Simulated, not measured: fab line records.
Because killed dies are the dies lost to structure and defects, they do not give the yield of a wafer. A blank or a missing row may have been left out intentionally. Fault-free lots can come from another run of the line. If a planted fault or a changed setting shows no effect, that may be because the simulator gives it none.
Which of the tools did it? | flow gf180mcu | 14 lots, 42 wafers sampled, at 5 steps of a route of 602

## WHAT THE GAUGES READ, wafer by wafer
GF_STI_THK_MEAS_22. Usual: for STI_OXIDATION_01_THK the level is 15.01 nm and the standard deviation is 0.24.
lot  | measured    | on           | STI_OXIDATION_01_THK (nm) | flag
L948 | day 2 08:39 | filmMetro-01 | 14.68 14.69 14.67         | 
L949 | day 2 13:40 | filmMetro-04 | 15.34 15.73 15.50         | 
L950 | day 2 18:45 | filmMetro-04 | 15.17 15.12 15.24         | 
L951 | day 2 23:56 | filmMetro-04 | 15.21 14.75 14.96         | 
L952 | day 3 04:56 | filmMetro-04 | 15.03 14.90 14.92         | 
L954 | day 3 16:49 | filmMetro-02 | 14.63 14.69 14.88         | 
L956 | day 4 02:40 | filmMetro-02 | 15.44 15.31 15.04         | 
L957 | day 4 06:40 | filmMetro-04 | 14.79 14.80 14.80         | 
L964 | day 5 18:45 | filmMetro-02 | 15.09 14.77 15.29         | 
L966 | day 6 05:20 | filmMetro-02 | 14.82 14.82 14.83         | 
L967 | day 6 09:59 | filmMetro-02 | 15.01 15.08 15.09         | 
L968 | day 6 15:52 | filmMetro-02 | 15.02 15.04 15.34         | 
L969 | day 6 20:45 | filmMetro-02 | 14.88 14.53 14.79         | 
L970 | day 7 02:35 | filmMetro-04 | 15.22 15.12 15.27         | 

GF_MVPSD_OVL_MEAS_07. Usual: for MVPSD_OVL the level is -1.1 nm and the standard deviation is 1.6.
lot  | measured     | on         | MVPSD_OVL (nm) | flag
L948 | day 5 06:02  | overlay-02 | -3.7 -2.9 -3.5 | 
L949 | day 5 11:35  | overlay-01 | -1.9 -2.0 -0.6 | 
L950 | day 5 17:10  | overlay-02 | -1.4 -3.2 -2.3 | 
L951 | day 5 23:29  | overlay-02 | 0.5 -1.2 0.2   | 
L952 | day 6 06:53  | overlay-01 | 0.3 -1.7 -0.7  | 
L954 | day 6 19:16  | overlay-02 | 0.8 -0.8 -0.4  | 
L956 | day 7 06:59  | overlay-02 | 0.0 -1.6 -0.7  | 
L957 | day 7 14:05  | overlay-02 | -2.0 -0.6 -1.6 | 
L964 | day 9 07:11  | overlay-01 | 0.0 0.0 -0.2   | 
L966 | day 9 19:10  | overlay-02 | 2.3 0.8 0.1    | 
L967 | day 9 23:17  | overlay-02 | -0.8 1.2 2.3   | 
L968 | day 10 04:59 | overlay-02 | -3.7 -4.0 -3.3 | 
L969 | day 10 11:54 | overlay-01 | -4.4 -4.1 -0.5 | 
L970 | day 10 18:23 | overlay-01 | -1.9 0.5 -0.9  | 

GF_POLY_GATE_THK_MEAS_01. Usual: for POLY_GATE_CVD_00_THK the level is 200.3 nm and the standard deviation is 1.9.
lot  | measured     | on           | POLY_GATE_CVD_00_THK (nm) | flag
L948 | day 8 17:10  | filmMetro-02 | 201.0 199.0 201.1         | 
L949 | day 9 00:00  | filmMetro-03 | 201.1 202.2 200.5         | 
L950 | day 9 07:37  | filmMetro-02 | 201.9 202.3 202.0         | 
L951 | day 9 14:17  | filmMetro-03 | 203.8 204.6 203.1         | 
L952 | day 10 01:21 | filmMetro-03 | 401.1 397.8 399.9         | OFF
L954 | day 10 17:26 | filmMetro-01 | 202.7 201.8 199.4         | 
L956 | day 11 11:01 | filmMetro-02 | 399.7 401.4 399.2         | OFF
L957 | day 12 01:21 | filmMetro-03 | 398.5 397.7 399.6         | OFF
L964 | day 13 15:55 | filmMetro-02 | 205.4 204.1 203.9         | 
L966 | day 14 06:19 | filmMetro-02 | 199.6 200.3 199.2         | 
L967 | day 14 06:19 | filmMetro-01 | 198.5 197.6 199.4         | 
L968 | day 14 11:10 | filmMetro-01 | 199.8 200.1 201.3         | 
L969 | day 14 18:11 | filmMetro-03 | 199.9 199.3 201.4         | 
L970 | day 15 03:02 | filmMetro-01 | 201.9 202.9 201.5         | 

GF_HV_LDD_CD_MEAS_31 targets a cd of 400 nm. Usual: 399.5 nm for cdNm, sd 2.8.
lot  | measured     | on       | cdNm (nm)         | flag
L948 | day 11 15:20 | cdSem-01 | 402.8 401.8 404.5 | 
L949 | day 11 23:50 | cdSem-02 | 397.4 399.0 398.6 | 
L950 | day 12 11:13 | cdSem-01 | 398.0 399.3 399.8 | 
L951 | day 12 18:14 | cdSem-01 | 400.0 398.9 398.9 | 
L954 | day 13 23:59 | cdSem-02 | 394.0 395.0 394.8 | 
L964 | day 17 06:08 | cdSem-02 | 399.9 398.0 398.8 | 
L966 | day 18 01:43 | cdSem-02 | 396.7 398.2 397.0 | 
L967 | day 18 00:05 | cdSem-02 | 401.5 401.3 402.3 | 
L968 | day 18 07:02 | cdSem-02 | 398.7 398.4 398.9 | 
L969 | day 18 13:40 | cdSem-02 | 396.5 396.7 395.7 | 
L970 | day 19 00:50 | cdSem-02 | 400.4 400.6 403.9 | 

## WHICH TOOL RAN EACH LOT (tool, then ch and the chambers of the sampled wafers, then the start)
lot  | GF_POLY_GATE_CVD_00
L948 | lpcvd-02 ch 1, day 8 15:50
L949 | lpcvd-01 ch 1, day 8 22:40
L950 | lpcvd-01 ch 0, day 9 06:17
L951 | lpcvd-01 ch 0, day 9 12:57
L952 | lpcvd-01 ch 0, day 9 20:34 and lpcvd-02 ch 0, day 10 00:01
L954 | lpcvd-02 ch 0, day 10 16:07
L956 | lpcvd-01 ch 1, day 11 06:48
L957 | lpcvd-02 ch 1, day 11 20:33 and lpcvd-01 ch 1, day 11 23:59
L964 | lpcvd-02 ch 0, day 13 13:55
L966 | lpcvd-02 ch 1, day 14 04:19
L967 | lpcvd-02 ch 0, day 14 04:19
L968 | lpcvd-01 ch 0, day 14 09:08
L969 | lpcvd-02 ch 0, day 14 16:50
L970 | lpcvd-02 ch 0, day 15 01:41
- GF_POLY_GATE_CVD_00: deposits poly-Si, target thk 200 nm, time 1200 s.

## AS READ BY THE TOOLS THEMSELVES (means over the sampled wafers that have a number; for cases with no such wafer, the mark the record gives instead)
GF_POLY_GATE_CVD_00. Usual: zonePowerBottomPct 12.6 %, standard deviation 0.69; zonePowerLowerPct 9.3 %, standard deviation 0.32.
lot  | tool              | zonePowerBottomPct (%) | zonePowerLowerPct (%) | flag
L948 | lpcvd-02          | 12.2                   | 9.4                   | 
L949 | lpcvd-01          | 12.4                   | 8.6                   | 
L950 | lpcvd-01          | 13.8                   | 9.5                   | 
L951 | lpcvd-01          | 13.7                   | 9.3                   | 
L952 | lpcvd-01/lpcvd-02 | 12.7                   | 9.4                   | 
L954 | lpcvd-02          | 12.1                   | 9.4                   | 
L956 | lpcvd-01          | 12.3                   | 8.5                   | 
L957 | lpcvd-02/lpcvd-01 | 12.2                   | 8.9                   | 
L964 | lpcvd-02          | 12.0                   | 9.5                   | 
L966 | lpcvd-02          | 12.1                   | 9.4                   | 
L967 | lpcvd-02          | 12.0                   | 9.4                   | 
L968 | lpcvd-01          | 13.5                   | 9.5                   | 
L969 | lpcvd-02          | 11.9                   | 9.3                   | 
L970 | lpcvd-02          | 12.1                   | 9.5                   | 

## THE ANSWER, worked out from the rows above alone
Rule: take the mean of a lot's wafers that have a number; if it is more than 3 standard deviations from the usual mean, the lot is off. Also off: a lot with no number at a reading for which 4 or more lots have one. Any other lot the step has rows for is counted as sound. Order of review: gauges by route order, followed by the tools' own readings, for which a lot's mean as printed above is used. The first step at which some lot is off is used, and at that step the reading that is off furthest; a lot without a number counts as furthest.
Off: at GF_POLY_GATE_THK_MEAS_01 (POLY_GATE_CVD_00_THK), L952, L956, L957.
If a tool, at a process step before that reading, ran all the lots that are off and no sound lot after the first of them, it fits. Those tools and the gauges at GF_POLY_GATE_THK_MEAS_01 are tried in the same way. No candidate that was tried fits.

## WHAT HAD BEEN PUT IN BY THE SIMULATOR
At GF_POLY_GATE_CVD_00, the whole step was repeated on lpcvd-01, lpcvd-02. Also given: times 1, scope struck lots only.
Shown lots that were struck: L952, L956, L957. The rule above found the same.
